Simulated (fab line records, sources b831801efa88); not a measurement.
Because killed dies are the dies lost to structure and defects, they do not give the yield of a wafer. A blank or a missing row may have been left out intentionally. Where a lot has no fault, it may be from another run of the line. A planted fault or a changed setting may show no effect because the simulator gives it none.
Which tool is to blame?    flow sky130    13 lots with 39 wafers sampled at 4 steps, on a route of 708 steps

## WHAT THE GAUGES SHOWED, per wafer
SKY_VT_ADJUST_LVTN_OVL_MEAS_07.
lot   measured      on          VT_ADJUST_LVTN_OVL (nm)
L110  day 6 21:07   overlay-02  -0.4 -1.4 -0.6
L112  day 7 11:51   overlay-02  -1.7 -3.4 -0.8
L114  day 8 06:36   overlay-01  -1.5 0.3 -0.7
L115  day 8 06:57   overlay-01  2.5 -0.9 0.0
L116  day 8 09:53   overlay-02  0.2 -0.2 -0.6
L117  day 8 20:27   overlay-02  -1.9 1.2 -0.7
L119  day 9 10:50   overlay-01  -2.1 -1.0 0.3
L120  day 9 14:32   overlay-01  -1.0 -0.7 -2.9
L121  day 10 03:53  overlay-01  -0.1 0.6 0.0
L126  day 12 03:52  overlay-01  -0.4 1.0 -1.4
L128  day 12 04:13  overlay-02  -0.3 1.6 -1.4
L131  day 12 19:12  overlay-01  -0.2 1.1 2.8
L133  day 13 11:38  overlay-01  2.7 3.7 2.2

## TOOL THAT RAN EACH LOT (tool first, then ch and the chambers of the sampled wafers, then the start)
lot   SKY_FIELD_ISO_CMP_27          SKY_FIELD_ISO_WET_ETCH_30      SKY_DNWELL_STRIP_08
L110  cmp-01 ch 0,1,3, day 2 09:24  wetBench-04 ch 1, day 2 10:14  plasmaAsher-04 ch 0,1, day 3 03:05
L112  cmp-01 ch 1,2, day 2 19:08    wetBench-01 ch 2, day 2 19:58  plasmaAsher-04 ch 0,1, day 3 12:26
L114  cmp-01 ch 0,3, day 3 07:13    wetBench-01 ch 3, day 3 08:03  plasmaAsher-02 ch 0,1, day 4 02:29
L115  cmp-02 ch 0,1,3, day 3 09:25  wetBench-02 ch 0, day 3 10:10  plasmaAsher-02 ch 0,1, day 4 03:59
L116  cmp-02 ch 0,3, day 3 14:40    wetBench-04 ch 1, day 3 15:31  plasmaAsher-02 ch 0,1, day 4 09:42
L117  cmp-02 ch 1,2,3, day 3 22:48  wetBench-02 ch 0, day 3 23:32  plasmaAsher-02 ch 1, day 4 19:06
L119  cmp-02 ch 0,1,3, day 4 08:46  wetBench-04 ch 1, day 4 09:36  plasmaAsher-01 ch 0,1, day 5 04:51
L120  cmp-01 ch 0,2, day 4 13:10    wetBench-04 ch 3, day 4 14:00  plasmaAsher-04 ch 0, day 5 10:39
L121  cmp-02 ch 0,1,3, day 4 22:10  wetBench-02 ch 1, day 4 23:00  plasmaAsher-02 ch 0,1, day 5 18:45
L126  cmp-02 ch 1,2,3, day 6 07:12  wetBench-02 ch 0, day 6 08:02  plasmaAsher-02 ch 0,1, day 7 11:17
L128  cmp-01 ch 0,2,3, day 6 10:22  wetBench-02 ch 3, day 6 11:03  plasmaAsher-04 ch 0,1, day 7 11:41
L131  cmp-02 ch 0,2,3, day 7 02:48  wetBench-02 ch 0, day 7 03:35  plasmaAsher-02 ch 0, day 8 00:15
L133  cmp-02 ch 1,2,3, day 7 14:53  wetBench-04 ch 3, day 7 15:43  plasmaAsher-02 ch 0,1, day 8 14:11
- SKY_FIELD_ISO_CMP_27: polishes, stops on Si3N4, t overpolish 16 s, target thk 457.8 nm.
- SKY_FIELD_ISO_WET_ETCH_30: etches SiO2 in dHF, target depth 25 nm, time 50 s.
- SKY_DNWELL_STRIP_08: strips in O2/N2.

## AS READ BY THE TOOLS THEMSELVES (means over the sampled wafers that have a number; for cases with no such wafer, the mark the record gives instead)
SKY_FIELD_ISO_CMP_27.
lot   tool    motorCurrentA (A)  overpolishRunS (s)  platenRpm (rpm)  retainingRingPressureFrac  timeToEndpointS (s)
L110  cmp-01  12.0               16.004              59.98            0.999                      115
L112  cmp-01  11.9               15.994              60.00            1.002                      114
L114  cmp-01  12.8               15.997              60.02            0.996                      115
L115  cmp-02  12.1               16.003              60.00            0.998                      112
L116  cmp-02  12.8               16.000              59.99            1.000                      114
L117  cmp-02  12.6               16.007              59.98            1.000                      115
L119  cmp-02  12.2               16.004              59.98            0.996                      115
L120  cmp-01  11.9               15.999              60.02            0.997                      114
L121  cmp-02  12.4               16.011              60.03            1.001                      114
L126  cmp-02  12.9               15.993              60.01            0.990                      112
L128  cmp-01  12.2               16.002              60.00            1.000                      113
L131  cmp-02  12.5               15.998              59.99            1.002                      116
L133  cmp-02  12.4               16.005              60.00            1.000                      114

SKY_FIELD_ISO_WET_ETCH_30.
lot   tool         bathHeatDutyPct (%)  tempC (C)
L110  wetBench-04  8.1                  24.99
L112  wetBench-01  6.5                  25.03
L114  wetBench-01  7.4                  24.89
L115  wetBench-02  6.4                  25.06
L116  wetBench-04  8.0                  25.05
L117  wetBench-02  6.1                  24.99
L119  wetBench-04  7.7                  25.06
L120  wetBench-04  6.3                  24.94
L121  wetBench-02  5.8                  25.14
L126  wetBench-02  6.8                  25.00
L128  wetBench-02  26.8                 39.92
L131  wetBench-02  27.4                 39.90
L133  wetBench-04  6.2                  25.14

SKY_DNWELL_STRIP_08.
lot   tool            drypumpMotorCurrentA (A)  oesProductAu (a.u.)  stripTimeToEndpointS (s)
L110  plasmaAsher-04  5.9                       0.726                36.86
L112  plasmaAsher-04  5.4                       0.727                37.09
L114  plasmaAsher-02  5.0                       0.724                36.88
L115  plasmaAsher-02  5.1                       0.724                37.05
L116  plasmaAsher-02  5.1                       0.719                36.97
L117  plasmaAsher-02  4.9                       0.724                37.17
L119  plasmaAsher-01  5.7                       0.726                36.93
L120  plasmaAsher-04  6.3                       0.715                37.07
L121  plasmaAsher-02  5.1                       0.724                36.82
L126  plasmaAsher-02  5.0                       0.725                36.86
L128  plasmaAsher-04  5.9                       0.724                37.08
L131  plasmaAsher-02  5.2                       0.723                36.99
L133  plasmaAsher-02  5.1                       0.718                37.02

## THE ANSWER, worked out from the rows above alone
Rule: the lots themselves supply what counts as usual. Put in order of their means at a reading, lots are off if they are a third of the lots or fewer, leave a main group of 4 or more, and stand apart from it by a gap of 3 or more times the standard deviation of the main group's means; of several such gaps the widest counts. The tables above print the reading to a certain number of digits; a main group whose means all agree to those digits is not used. A lot without any number at a reading at which 4 lots or more have one is off too. The other lots that the step has rows for count as sound. The gauges are gone through in route order, then the tools' own readings, and for those a lot's mean is taken as printed above. At the first step where some lot is off, the reading lying furthest off is the one used; lots without a number count as furthest.
Off: L128, L131, at SKY_FIELD_ISO_WET_ETCH_30 (tempC). Mean 25.03 C and standard deviation 0.073 in the main group.
A tool fits if, at that step or a process step before it, it ran every lot that is off, and no sound lot after the first of them. One fits: SKY_FIELD_ISO_WET_ETCH_30 on wetBench-02. Its last sound lot is L126 (day 6 08:02), its first lot that is off L128 (day 6 11:03): a fault that began between those two fits.
The tool's own readings at SKY_FIELD_ISO_WET_ETCH_30 bear it out: on the lots that are off they differ by more than 5 times the standard deviation of the sound lots' means. bathHeatDutyPct reads 27.1 % there against 6.8 % on the sound lots; tempC reads 39.91 C there against 25.03 C on the sound lots.

## WHAT THE SIMULATOR HAD PUT IN
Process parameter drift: wetBench-02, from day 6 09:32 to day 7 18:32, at SKY_FIELD_ISO_WET_ETCH_30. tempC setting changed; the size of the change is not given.
Lots struck among those shown: L128, L131. This agrees with what the rule above found.
